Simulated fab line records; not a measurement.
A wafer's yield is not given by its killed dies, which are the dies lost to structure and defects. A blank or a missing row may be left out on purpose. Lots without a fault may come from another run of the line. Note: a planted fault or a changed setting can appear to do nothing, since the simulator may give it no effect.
Which tool is to blame?	flow sky130	13 lots, 39 wafers sampled, at 3 steps of a route of 708

== WHAT EACH GAUGE READ, for each wafer ==
SKY_VIA2_THK_MEAS_23: measures by xrf.
lot	measured	on	VIA2_W_THK (nm)
L755	day 36 23:55	film-metro-04	398 405 394
L756	day 37 09:04	film-metro-04	411 416 417
L757	day 38 00:48	film-metro-04	407 407 402
L758	day 38 08:39	film-metro-04	414 409 412
L759	day 38 13:31	film-metro-01	410 415 416
L761	day 39 11:47	film-metro-04	412 419 411
L762	day 39 18:58	film-metro-04	415 412 412
L763	day 39 21:44	film-metro-04	407 403 405
L766	day 40 20:13	film-metro-01	414 410 408
L774	day 42 20:29	film-metro-04	404 400 404
L775	day 43 01:34	film-metro-01	411 404 404
L776	day 43 09:09	film-metro-04	410 403 408
L777	day 43 13:47	film-metro-01	420 421 412

SKY_CAPM_RS_MEAS_03: measurement is done with a four-point probe.
lot	measured	on	CAPM_TIN_RS (ohm/sq)
L755	day 37 00:39	film-metro-01	7.05 7.02 6.98
L756	day 37 09:46	film-metro-01	6.88 6.93 7.01
L757	day 38 01:30	film-metro-02	6.89 6.83 6.88
L758	day 38 09:22	film-metro-01	6.96 7.00 7.03
L759	day 38 14:14	film-metro-01	7.04 7.04 7.02
L761	day 39 12:29	film-metro-02	7.03 6.98 7.05
L762	day 39 19:41	film-metro-02	7.07 7.05 6.99
L763	day 39 22:27	film-metro-04	6.94 6.86 6.88
L766	day 40 20:56	film-metro-04	7.05 6.95 7.04
L774	day 42 21:13	film-metro-02	6.98 7.02 6.93
L775	day 43 02:17	film-metro-01	6.83 6.81 6.92
L776	day 43 10:01	film-metro-04	6.92 6.91 6.88
L777	day 43 14:30	film-metro-04	6.97 6.96 6.96

== EACH LOT AND THE TOOL THAT RAN IT (in order: tool; ch and the chambers of the sampled wafers; start) ==
lot	SKY_LI_CONTACT_HDPCVD_00
L755	hdpcvd-01 ch 0,1,2, day 28 09:47
L756	hdpcvd-01 ch 0,1, day 28 22:02
L757	hdpcvd-02 ch 0,2, day 29 14:47
L758	hdpcvd-01 ch 0,2, day 30 00:44
L759	hdpcvd-01 ch 1,2, day 30 06:38
L761	hdpcvd-01 ch 0,1,2, day 31 05:14
L762	hdpcvd-01 ch 0,1, day 31 13:28
L763	hdpcvd-02 ch 0,1,2, day 31 19:59
L766	hdpcvd-01 ch 1,2, day 32 20:15
L774	hdpcvd-02 ch 0,2, day 35 00:28
L775	hdpcvd-02 ch 0,1, day 35 06:44
L776	hdpcvd-02 ch 0,1, day 35 16:07
L777	hdpcvd-01 ch 1,2, day 35 20:58
- SKY_LI_CONTACT_HDPCVD_00: deposits PSG, target thk 930 nm, time 155 s.

== WHAT THE TOOLS THEMSELVES READ (means of the sampled wafers that have a number; where no wafer has one, the mark that the record gives instead) ==
The record holds no such reading with a usual standard deviation.

== THE ANSWER, worked out from the rows above alone ==
Rule: usual is defined by the lots themselves. Put in order of their means at a reading, lots are off if they are a third of the lots or fewer, leave a main group of 4 or more, and stand apart from it by a gap of 3 or more times the standard deviation of the main group's means; of several such gaps the widest counts. If all means in a main group match to the digits the tables above print for the reading, that group is not used. A lot without any number at a reading at which 4 lots or more have one is off too. Where the step has rows for the other lots, those lots are counted as sound. After the gauges, taken in route order, come the tools' own readings; for these a lot's mean is taken, as printed above. At the first step where some lot is off, the reading lying furthest off is the one used; lots without a number count as furthest.
Nothing can be told from this: no lot is off at any reading shown.

== WHAT HAD BEEN PUT IN BY THE SIMULATOR ==
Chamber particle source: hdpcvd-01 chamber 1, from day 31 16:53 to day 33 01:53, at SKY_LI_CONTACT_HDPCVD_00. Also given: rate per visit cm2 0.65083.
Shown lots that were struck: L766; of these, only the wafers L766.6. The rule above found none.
